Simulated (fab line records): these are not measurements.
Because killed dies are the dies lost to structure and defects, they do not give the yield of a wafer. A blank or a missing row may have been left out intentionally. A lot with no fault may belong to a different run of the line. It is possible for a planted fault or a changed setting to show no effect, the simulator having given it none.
Matching of chambers ; flow gf180mcu ; cmp-01 running GF_V2_CMP_26: 4 sister chambers
The step polishes, stops on SiO2, t overpolish 15 s, target thk 0 nm. 8 wafers are shown with their chamber, then 7 later ones without.

== WAFERS WITH THEIR CHAMBER ==
wafer;chamber;motor-current-A (A);time-to-endpoint-s (s)
L535.4;0;10.8;91
L538.3;1;12.0;88
L538.5;0;10.5;87
L539.1;3;11.6;87
L539.2;2;11.4;84
L539.5;2;12.0;79
L544.1;3;11.6;86
L544.4;1;11.6;90

== WAFERS WITHOUT THEIR CHAMBER ==
wafer;motor-current-A (A);time-to-endpoint-s (s)
L544.6;11.7;81
L545.2;12.3;94
L545.4;12.3;92
L545.5;11.2;80
L553.1;11.7;90
L553.2;10.9;83
L553.4;11.8;89

== WHICH CHAMBER EACH ONE RAN IN ==
wafer;from the rows above;in truth
L544.6;2;2
L545.2;can't be placed: 1 or 3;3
L545.4;can't be placed: 1 or 3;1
L545.5;can't be placed: 2 or 3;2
L553.1;can't be placed: 1 or 3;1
L553.2;can't be placed: 0 or 3 or 2 or 1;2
L553.4;can't be placed: 1 or 3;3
Correct placement for 1 of the 7. Can't be placed from these rows: 6 (the true chamber is among the candidates in 6). 0 placed wrongly.
How it was worked out, from the rows above alone: a wafer's distance from a chamber is the root of the sum, over the readings, of the square of ((its reading less the chamber's mean) divided by the reading's scatter). The wafer belongs to the nearest chamber; if the next one is less than 2 further off, it can't be placed. Each chamber's mean is taken over the wafers shown for it. The scatter: the root of (the sum of the squares of (reading less its chamber's mean) over the shown wafers, divided by (wafers less chambers)).
